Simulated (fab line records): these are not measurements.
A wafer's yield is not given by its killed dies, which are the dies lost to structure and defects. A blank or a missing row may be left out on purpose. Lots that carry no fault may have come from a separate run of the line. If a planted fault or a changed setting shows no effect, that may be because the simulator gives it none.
Shared-tool check ; flow sky130 ; 13 lots and 39 wafers in the sample

## REASON FOR OPENING
1 of 13 lots carry a flag on the reading VT_ADJUST_NCORE_TW at SKY_VT_ADJUST_NCORE_TW_MEAS_11. Fault-free wafers read 217.7, with a standard deviation of 2.
Rule: a lot gets a flag if all its wafers with a number sit over 4 standard deviations from that mean, or if no wafer of it has a number. As for the other lots, they are considered sound.

lot;measured;on;VT_ADJUST_NCORE_TW, wafer by wafer;flag
L603;day 9 06:22;film metro-03;218.8 218.1 219.5;
L604;day 9 12:10;film metro-03;217.9 217.9 218.7;
L606;day 9 23:49;film metro-03;219.3 219.0 219.0;
L607;day 10 00:11;film metro-03;219.7 219.2 219.1;
L608;day 10 13:14;film metro-02;216.3 216.3 217.0;
L609;day 10 13:31;film metro-03;218.9 218.9 218.8;
L610;day 10 14:49;film metro-04;219.8 220.6 220.4;
L611;day 11 01:01;film metro-02;215.3 215.6 216.1;
L617;day 12 18:50;film metro-02;29.6 29.3 29.5;FLAGGED
L619;day 13 06:29;film metro-04;219.3 219.2 218.6;
L623;day 14 10:34;film metro-03;219.5 219.8 218.6;
L625;day 15 10:54;film metro-02;216.2 215.3 216.3;
L626;day 15 16:45;film metro-03;219.7 220.4 220.8;
Average over the flagged lots: 29.5; offset from the usual -188.2, equal to -94 standard deviations.

## TOOL THAT RAN EACH LOT
The record holds 5 process steps before the reading, out of a route of 708 steps. Every cell lists first the tool, next ch and the chambers used by the sampled wafers, and last the start.
lot;flag;SKY_PWDE_STRIP_09;SKY_NWELL_STRIP_14;SKY_NWELL_STRIP_25;SKY_VT_ADJUST_LVTN_STRIP_20;SKY_VT_ADJUST_NCORE_STRIP_10
L603;;plasma asher-03 ch 0,1, day 4 10:15;plasma asher-01 ch 0,1, day 5 03:26;plasma asher-04 ch 0,1, day 5 21:36;plasma asher-04 ch 0,1, day 8 08:35;plasma asher-03 ch 0,1, day 9 06:16
L604;;plasma asher-02 ch 0,1, day 4 13:59;plasma asher-03 ch 0,1, day 5 08:13;plasma asher-04 ch 0,1, day 6 02:25;plasma asher-02 ch 0,1, day 8 14:43;plasma asher-03 ch 0,1, day 9 12:05
L606;;plasma asher-02 ch 0,1, day 4 22:28;plasma asher-03 ch 0,1, day 5 16:53;plasma asher-01 ch 0,1, day 6 11:23;plasma asher-04 ch 0,1, day 9 01:32;plasma asher-02 ch 0,1, day 9 23:42
L607;;plasma asher-03 ch 0,1, day 4 22:49;plasma asher-03 ch 0,1, day 5 17:14;plasma asher-01 ch 0,1, day 6 12:29;plasma asher-04 ch 0,1, day 9 02:23;plasma asher-02 ch 0,1, day 10 00:04
L608;;plasma asher-03 ch 0,1, day 5 08:58;plasma asher-01 ch 0,1, day 6 04:13;plasma asher-03 ch 0,1, day 6 23:55;plasma asher-04 ch 0,1, day 9 14:24;plasma asher-02 ch 0,1, day 10 13:10
L609;;plasma asher-02 ch 0,1, day 5 11:18;plasma asher-01 ch 0,1, day 6 06:20;plasma asher-01 ch 1, day 7 01:29;plasma asher-01 ch 0,1, day 9 14:44;plasma asher-04 ch 0,1, day 10 13:25
L610;;plasma asher-02 ch 0,1, day 5 12:26;plasma asher-03 ch 0,1, day 6 07:11;plasma asher-01 ch 0,1, day 7 02:47;plasma asher-04 ch 0,1, day 9 16:29;plasma asher-04 ch 0,1, day 10 14:43
L611;;plasma asher-03 ch 0,1, day 5 17:38;plasma asher-04 ch 0,1, day 6 13:26;plasma asher-04 ch 0,1, day 7 10:12;plasma asher-04 ch 0,1, day 10 01:43;plasma asher-03 ch 0,1, day 11 00:54
L617;FLAGGED;plasma asher-02 ch 0,1, day 7 06:09;plasma asher-03 ch 0, day 8 01:17;plasma asher-03 ch 0,1, day 8 21:59;plasma asher-02 ch 0,1, day 11 18:56;plasma asher-03 ch 0,1, day 12 18:44
L619;;plasma asher-02 ch 0,1, day 7 13:09;plasma asher-03 ch 0,1, day 8 09:57;plasma asher-01 ch 0,1, day 9 07:20;plasma asher-01 ch 0,1, day 12 05:08;plasma asher-03 ch 0,1, day 13 06:22
L623;;plasma asher-02 ch 0,1, day 8 11:33;plasma asher-04 ch 0,1, day 9 09:36;plasma asher-04 ch 0,1, day 10 07:09;plasma asher-04 ch 0,1, day 13 08:05;plasma asher-04 ch 0,1, day 14 10:27
L625;;plasma asher-04 ch 0,1, day 9 06:06;plasma asher-04 ch 0,1, day 10 04:16;plasma asher-03 ch 0,1, day 11 03:19;plasma asher-01 ch 0,1, day 14 07:37;plasma asher-03 ch 0,1, day 15 10:48
L626;;plasma asher-03 ch 0,1, day 9 10:51;plasma asher-01 ch 0,1, day 10 10:00;plasma asher-03 ch 0,1, day 11 08:39;plasma asher-01 ch 0,1, day 14 13:07;plasma asher-02 ch 0,1, day 15 16:39
What these steps do:
- SKY_PWDE_STRIP_09: strips in O2/N2.
- SKY_NWELL_STRIP_14: strips in O2/N2.
- SKY_NWELL_STRIP_25: strips in O2/N2.
- SKY_VT_ADJUST_LVTN_STRIP_20: strips in O2/N2.
- SKY_VT_ADJUST_NCORE_STRIP_10: strips in O2/N2.
- SKY_VT_ADJUST_NCORE_TW_MEAS_11

## FLAGGED OVER TOTAL, TOOL BY TOOL (the gauges that took the reading come last)
step;tool;lots run;flagged;share of the flagged lots;sound lots run after its first flagged lot
SKY_PWDE_STRIP_09;plasma asher-02;7;1;all;2 (L619,L623)
SKY_PWDE_STRIP_09;plasma asher-03;5;0;none;-
SKY_PWDE_STRIP_09;plasma asher-04;1;0;none;-
SKY_NWELL_STRIP_14;plasma asher-01;4;0;none;-
SKY_NWELL_STRIP_14;plasma asher-03;6;1;all;1 (L619)
SKY_NWELL_STRIP_14;plasma asher-04;3;0;none;-
SKY_NWELL_STRIP_25;plasma asher-01;5;0;none;-
SKY_NWELL_STRIP_25;plasma asher-03;4;1;all;2 (L625,L626)
SKY_NWELL_STRIP_25;plasma asher-04;4;0;none;-
SKY_VT_ADJUST_LVTN_STRIP_20;plasma asher-01;4;0;none;-
SKY_VT_ADJUST_LVTN_STRIP_20;plasma asher-02;2;1;all;0
SKY_VT_ADJUST_LVTN_STRIP_20;plasma asher-04;7;0;none;-
SKY_VT_ADJUST_NCORE_STRIP_10;plasma asher-02;4;0;none;-
SKY_VT_ADJUST_NCORE_STRIP_10;plasma asher-03;6;1;all;2 (L619,L625)
SKY_VT_ADJUST_NCORE_STRIP_10;plasma asher-04;3;0;none;-
SKY_VT_ADJUST_NCORE_TW_MEAS_11;film metro-02;4;1;all;1 (L625)
SKY_VT_ADJUST_NCORE_TW_MEAS_11;film metro-03;7;0;none;-
SKY_VT_ADJUST_NCORE_TW_MEAS_11;film metro-04;2;0;none;-

## THE TABLE: WHAT IT ALLOWS
6 rows of the table ran every flagged lot: plasma asher-02 at SKY_PWDE_STRIP_09, plasma asher-03 at SKY_NWELL_STRIP_14, plasma asher-03 at SKY_NWELL_STRIP_25, plasma asher-02 at SKY_VT_ADJUST_LVTN_STRIP_20, plasma asher-03 at SKY_VT_ADJUST_NCORE_STRIP_10, film metro-02 at SKY_VT_ADJUST_NCORE_TW_MEAS_11.
- plasma asher-02 at SKY_PWDE_STRIP_09 ran 7 lots, 1 of them flagged. Sound lots ran on it after the first flagged one (L619, L623), which a lasting fault on the whole tool wouldn't allow.
- plasma asher-03 at SKY_NWELL_STRIP_14 ran 6 lots, 1 of them flagged. Sound lots ran on it after the first flagged one (L619), which a lasting fault on the whole tool wouldn't allow.
- plasma asher-03 at SKY_NWELL_STRIP_25 ran 4 lots, 1 of them flagged. Sound lots ran on it after the first flagged one (L625, L626), which a lasting fault on the whole tool wouldn't allow.
- plasma asher-02 at SKY_VT_ADJUST_LVTN_STRIP_20 ran 2 lots, 1 of them flagged. Last sound lot L604 at day 8 14:43, first flagged lot L617 at day 11 18:56; a fault beginning in between fits. Its own readings (oes product au) fall more than 4 standard deviations out on all wafers of the flagged lots.
- plasma asher-03 at SKY_VT_ADJUST_NCORE_STRIP_10 ran 6 lots, 1 of them flagged. Sound lots ran on it after the first flagged one (L619, L625), which a lasting fault on the whole tool wouldn't allow. Its own readings (strip time to endpoint s) fall more than 4 standard deviations out on all wafers of the flagged lots.
- film metro-02 at SKY_VT_ADJUST_NCORE_TW_MEAS_11 ran 4 lots, 1 of them flagged. Sound lots ran on it after the first flagged one (L625), which a lasting fault on the whole tool wouldn't allow.
Left over: one tool, plasma asher-02 at SKY_VT_ADJUST_LVTN_STRIP_20.

## WHAT THE SIMULATOR HAD INSERTED
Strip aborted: plasma asher-02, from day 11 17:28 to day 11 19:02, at SKY_VT_ADJUST_LVTN_STRIP_20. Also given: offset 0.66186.
Struck lots among those shown: L617. The rule above found the same.
